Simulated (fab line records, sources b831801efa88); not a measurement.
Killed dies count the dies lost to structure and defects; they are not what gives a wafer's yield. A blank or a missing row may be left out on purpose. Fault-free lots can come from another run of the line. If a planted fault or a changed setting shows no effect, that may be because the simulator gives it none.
Split-lot study | flow gf180mcu | route with 602 steps; 5 lots, 27 wafers read

THE SPLIT ITSELF
At GF_M2_SPUTTER_04 (material TiN, target thk 50 nm, time 41.7 s), the setting time_s was moved away from the recipe's 41.7 s on 6 of the 27 wafers read, by +51.1% to +53.6%. All remaining wafers had this setting at the recipe value.

No step appears in the file between the split and the reading.

THE READING
M2_ALCU_THK, in nm, at GF_M2_THK_MEAS_06 (measures by xrf). Typical for fault-free wafers on this fab line: 444 nm, with standard deviation 4.6 nm.

wafer  | tool, chamber at the split | time_s as run, s | against the recipe | M2_ALCU_THK, nm | against lot-mates on the recipe
L075.1 | pvd_sputter-04, -          | 63.02            | +51.1%             | 426             | -18
L075.2 | pvd_sputter-04, -          | 63.02            | +51.1%             | 421             | -23
L075.3 | pvd_sputter-04, -          | 41.7             | recipe             | 441             | -
L075.4 | pvd_sputter-04, -          | 41.7             | recipe             | 445             | -
L075.5 | pvd_sputter-04, -          | 63.02            | +51.1%             | 420             | -24
L075.6 | pvd_sputter-04, -          | 41.7             | recipe             | 446             | -
L076.2 | pvd_sputter-01, -          | 41.7             | recipe             | 446             | -
L076.4 | pvd_sputter-01, -          | 41.7             | recipe             | 443             | -
L076.6 | pvd_sputter-01, -          | 41.7             | recipe             | 446             | -
L078.1 | pvd_sputter-02, -          | 41.7             | recipe             | 435             | -
L078.2 | pvd_sputter-02, -          | 41.7             | recipe             | 439             | -
L078.3 | pvd_sputter-02, -          | 41.7             | recipe             | 436             | -
L078.4 | pvd_sputter-02, -          | 41.7             | recipe             | 440             | -
L078.5 | pvd_sputter-02, -          | 41.7             | recipe             | 437             | -
L078.6 | pvd_sputter-02, -          | 41.7             | recipe             | 438             | -
L082.1 | pvd_sputter-01, -          | 64.07            | +53.6%             | 427             | -24
L082.2 | pvd_sputter-01, -          | 64.07            | +53.6%             | 430             | -21
L082.3 | pvd_sputter-01, -          | 64.07            | +53.6%             | 429             | -22
L082.4 | pvd_sputter-01, -          | 41.7             | recipe             | 453             | -
L082.5 | pvd_sputter-01, -          | 41.7             | recipe             | 449             | -
L082.6 | pvd_sputter-01, -          | 41.7             | recipe             | 451             | -
L085.1 | pvd_sputter-01, -          | 41.7             | recipe             | 448             | -
L085.2 | pvd_sputter-01, -          | 41.7             | recipe             | 450             | -
L085.3 | pvd_sputter-01, -          | 41.7             | recipe             | 451             | -
L085.4 | pvd_sputter-01, -          | 41.7             | recipe             | 453             | -
L085.5 | pvd_sputter-01, -          | 41.7             | recipe             | 452             | -
L085.6 | pvd_sputter-01, -          | 41.7             | recipe             | 450             | -

FIT RESULTS
A straight line over all 27 wafers: M2_ALCU_THK changes by -0.374 nm for each +1% of time_s; r = -0.83; the points scatter about the line by 5.7 nm.
The same after taking each lot's own level away (the mean of its wafers on the recipe; 27 wafers): -0.42 nm for each +1%; r = -0.98; scatter 1.9 nm.
On that fit, the largest move of time_s shifts the reading by 23 nm.
From 437.5 to 451.0 nm: that is the span of the lots' own levels, equal to 2.9 times the standard deviation above.
Thus the slope moves with the lot-to-lot level: the two fits are different.
Check: with one of the wafers moved furthest among these (+53.6%) left out of the fit, the line predicts -22.2 nm for it against its lot-mates. Against them it came out at -24 nm.

FURTHER SPLITS ON THESE WAFERS
Other splits were also applied to these wafers ahead of the reading. Each is held against what the fit with the lots' levels taken away leaves over:
other split on the same wafers      | wafers away from the commonest value | r with M2_ALCU_THK (lot level and that fit taken away)
GF_STI_CVD_03 time_s                | 21                                   | +0.00
GF_STI_ETCH_14 time_s               | 12                                   | +0.21
GF_DUAL_GATE_WET_ETCH_12 time_s     | 21                                   | +0.00
GF_HV_LDD_DEVELOP_18 develop_time_s | 6                                    | +0.16
GF_SAB_DEVELOP_08 develop_time_s    | 9                                    | +0.04
GF_M1_SPUTTER_00 time_s             | 9                                    | -0.09

THE WHOLE CHAIN: every reading that the file lists as answering this split, in the file's order
step              | what it does                                | reading                                                                      | change (the file's fit)               | r (the file's)
GF_M2_SPUTTER_04  | material TiN, target thk 50 nm, time 41.7 s | TiN_of_M2_SPUTTER_04.thk_nm (the simulator's own value, which no gauge read) | +0.498 nm for each +1% of the setting | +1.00
GF_M2_THK_MEAS_06 | measures by xrf                             | M2_ALCU_THK                                                                  | -0.416 for each +1% of the setting    | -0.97

FILE'S OWN FIT
M2_ALCU_THK changes by -0.416 nm for each +1% of time_s, r = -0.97.
